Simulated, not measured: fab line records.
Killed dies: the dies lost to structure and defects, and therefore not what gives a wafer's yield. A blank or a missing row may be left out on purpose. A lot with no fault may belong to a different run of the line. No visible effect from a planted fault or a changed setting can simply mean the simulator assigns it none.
The tool behind it: which one? || flow sky130 || 11 lots, 33 wafers sampled, at 3 steps of a route of 708

== WHAT THE GAUGES SHOWED, per wafer ==
SKY_LDD_HVN_OVL_MEAS_07.
{"lot": "L442", "measured": "day 19 21:41", "on": "overlay-01", "LDD_HVN_OVL (nm)": "-0.5 -0.3 -1.4"}
{"lot": "L445", "measured": "day 21 13:53", "on": "overlay-01", "LDD_HVN_OVL (nm)": "-1.7 -3.3 -0.3"}
{"lot": "L447", "measured": "day 22 06:28", "on": "overlay-02", "LDD_HVN_OVL (nm)": "-3.0 -2.5 -1.3"}
{"lot": "L449", "measured": "day 23 03:05", "on": "overlay-02", "LDD_HVN_OVL (nm)": "-1.7 -1.7 -0.5"}
{"lot": "L450", "measured": "day 23 09:59", "on": "overlay-01", "LDD_HVN_OVL (nm)": "-0.2 0.7 0.1"}
{"lot": "L452", "measured": "day 24 04:49", "on": "overlay-01", "LDD_HVN_OVL (nm)": "1.5 -0.7 0.6"}
{"lot": "L455", "measured": "day 25 05:01", "on": "overlay-01", "LDD_HVN_OVL (nm)": "-2.3 -0.7 -2.4"}
{"lot": "L458", "measured": "day 26 09:13", "on": "overlay-01", "LDD_HVN_OVL (nm)": "- - -"}
{"lot": "L460", "measured": "day 26 17:58", "on": "overlay-01", "LDD_HVN_OVL (nm)": "- - -"}
{"lot": "L461", "measured": "day 27 16:10", "on": "overlay-02", "LDD_HVN_OVL (nm)": "-0.4 -1.7 -2.7"}
{"lot": "L465", "measured": "day 28 13:14", "on": "overlay-01", "LDD_HVN_OVL (nm)": "-1.9 -3.1 -1.3"}

== TOOL THAT RAN EACH LOT (tool first, then ch and the chambers of the sampled wafers, then the start) ==
{"lot": "L442", "SKY_LDD_P_STRIP_10": "plasma-asher-04 ch 0,1, day 18 15:02", "SKY_LDD_HVN_COAT_02": "litho-track-03 ch 0, day 19 05:51"}
{"lot": "L445", "SKY_LDD_P_STRIP_10": "plasma-asher-01 ch 1, day 20 07:14", "SKY_LDD_HVN_COAT_02": "litho-track-01 ch 0, day 20 22:25"}
{"lot": "L447", "SKY_LDD_P_STRIP_10": "plasma-asher-03 ch 0,1, day 20 23:44", "SKY_LDD_HVN_COAT_02": "litho-track-01 ch 0, day 21 14:47"}
{"lot": "L449", "SKY_LDD_P_STRIP_10": "plasma-asher-04 ch 0,1, day 21 21:23", "SKY_LDD_HVN_COAT_02": "litho-track-01 ch 0, day 22 12:40"}
{"lot": "L450", "SKY_LDD_P_STRIP_10": "plasma-asher-03 ch 0,1, day 22 03:56", "SKY_LDD_HVN_COAT_02": "litho-track-03 ch 0, day 22 19:00"}
{"lot": "L452", "SKY_LDD_P_STRIP_10": "plasma-asher-01 ch 0,1, day 22 22:28", "SKY_LDD_HVN_COAT_02": "litho-track-04 ch 0, day 23 13:40"}
{"lot": "L455", "SKY_LDD_P_STRIP_10": "plasma-asher-03 ch 0,1, day 23 23:26", "SKY_LDD_HVN_COAT_02": "litho-track-03 ch 0, day 24 13:25"}
{"lot": "L458", "SKY_LDD_P_STRIP_10": "plasma-asher-04 ch 0,1, day 25 04:05", "SKY_LDD_HVN_COAT_02": "litho-track-04, day 25 18:19"}
{"lot": "L460", "SKY_LDD_P_STRIP_10": "plasma-asher-01 ch 1, day 25 13:20", "SKY_LDD_HVN_COAT_02": "litho-track-03, day 26 03:46"}
{"lot": "L461", "SKY_LDD_P_STRIP_10": "plasma-asher-01 ch 0, day 26 11:43", "SKY_LDD_HVN_COAT_02": "litho-track-01 ch 0, day 27 01:41"}
{"lot": "L465", "SKY_LDD_P_STRIP_10": "plasma-asher-04 ch 0,1, day 27 08:53", "SKY_LDD_HVN_COAT_02": "litho-track-01 ch 0, day 27 22:37"}
- SKY_LDD_P_STRIP_10: strips in O2/N2.
- SKY_LDD_HVN_COAT_02: resist thk 300 nm.

== THE ANSWER, worked out from the rows above alone ==
Rule: the lots themselves supply what counts as usual. The widest of any qualifying gaps counts: lots, ordered by their means at a reading, are off when they make up no more than a third of the lots, leave a main group of 4 or more, and stand apart from it by 3 or more times the standard deviation of that group's means. The tables above print the reading to a certain number of digits; a main group whose means all agree to those digits is not used. Also off: a lot with no number at a reading for which 4 or more lots have one. The other lots that the step has rows for count as sound.
Off: L458, L460, seen at SKY_LDD_HVN_OVL_MEAS_07 (LDD_HVN_OVL). Without a number there: L458, L460. Mean -1.2 nm and standard deviation 0.93 in the main group.
If a tool, at a process step before that reading, ran all the lots that are off and no sound lot after the first of them, it fits. Gauges at SKY_LDD_HVN_OVL_MEAS_07: tried the same way as those tools. Not one of the candidates tried fits.

== WHAT THE SIMULATOR PUT IN ==
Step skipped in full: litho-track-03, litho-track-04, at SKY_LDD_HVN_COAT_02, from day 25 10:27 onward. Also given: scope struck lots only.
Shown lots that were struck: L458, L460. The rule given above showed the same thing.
